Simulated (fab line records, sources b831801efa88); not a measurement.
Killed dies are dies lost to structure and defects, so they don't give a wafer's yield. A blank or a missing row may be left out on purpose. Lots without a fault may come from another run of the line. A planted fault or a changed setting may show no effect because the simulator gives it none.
Chamber matching | flow sfq_line | SFQ_TRILAYER_I3_VIA_ETCH_VIA_ETCH_088 on rie_diel-03: 4 sister chambers
The step etches SiO2 in CHF3, stops on Nb, target depth 260 nm. 14 wafers are shown with their chamber, then 7 later ones without.

WAFERS WITH THEIR CHAMBER
wafer  | chamber | drypump_motor_current_A (A) | oes_product_au (a.u.)
L282.1 | 1       | 6.5                         | 0.847
L282.2 | 0       | 5.1                         | 0.850
L282.5 | 2       | 6.5                         | 0.859
L285.3 | 3       | 5.3                         | 0.856
L285.4 | 0       | 5.1                         | 0.856
L285.6 | 2       | 6.5                         | 0.859
L287.4 | 3       | 5.2                         | 0.857
L287.5 | 1       | 6.5                         | 0.853
L287.6 | 0       | 5.1                         | 0.857
L291.4 | 2       | 6.5                         | 0.849
L291.5 | 1       | 6.5                         | 0.850
L291.6 | 2       | 6.5                         | 0.850
L293.2 | 0       | 5.1                         | 0.863
L293.5 | 3       | 5.2                         | 0.857

SIGNATURES (means of the wafers above)
reading                 | chamber 0 | chamber 1 | chamber 2 | chamber 3 | scatter within a chamber
drypump_motor_current_A | 5.100     | 6.500     | 6.500     | 5.233     | 0.0258
oes_product_au          | 0.85650   | 0.85000   | 0.85425   | 0.85667   | 0.00441
Rule: a wafer's distance from a chamber is the root of the sum, over the readings, of the square of ((its reading less the chamber's mean) divided by the reading's scatter). The wafer belongs to the nearest chamber; if the next one is less than 2 further off, it can't be placed. The scatter: the root of (the sum of the squares of (reading less its chamber's mean) over the shown wafers, divided by (wafers less chambers)).

WAFERS WITHOUT THEIR CHAMBER
wafer  | drypump_motor_current_A (A) | oes_product_au (a.u.)
L293.6 | 5.1                         | 0.856
L294.1 | 5.2                         | 0.860
L294.3 | 6.5                         | 0.856
L294.4 | 6.5                         | 0.856
L296.2 | 6.5                         | 0.860
L296.4 | 5.1                         | 0.854
L296.5 | 6.5                         | 0.857

WHICH CHAMBER EACH WENT THROUGH
wafer  | from the rows above     | in truth
L293.6 | 0                       | 0
L294.1 | 3                       | 3
L294.3 | can't be placed: 2 or 1 | 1
L294.4 | can't be placed: 2 or 1 | 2
L296.2 | can't be placed: 2 or 1 | 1
L296.4 | 0                       | 0
L296.5 | can't be placed: 2 or 1 | 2
Placed correctly: 3 of 7. Can't be placed from these rows: 4 (the true chamber is among the candidates in 4). Placed wrongly: 0.
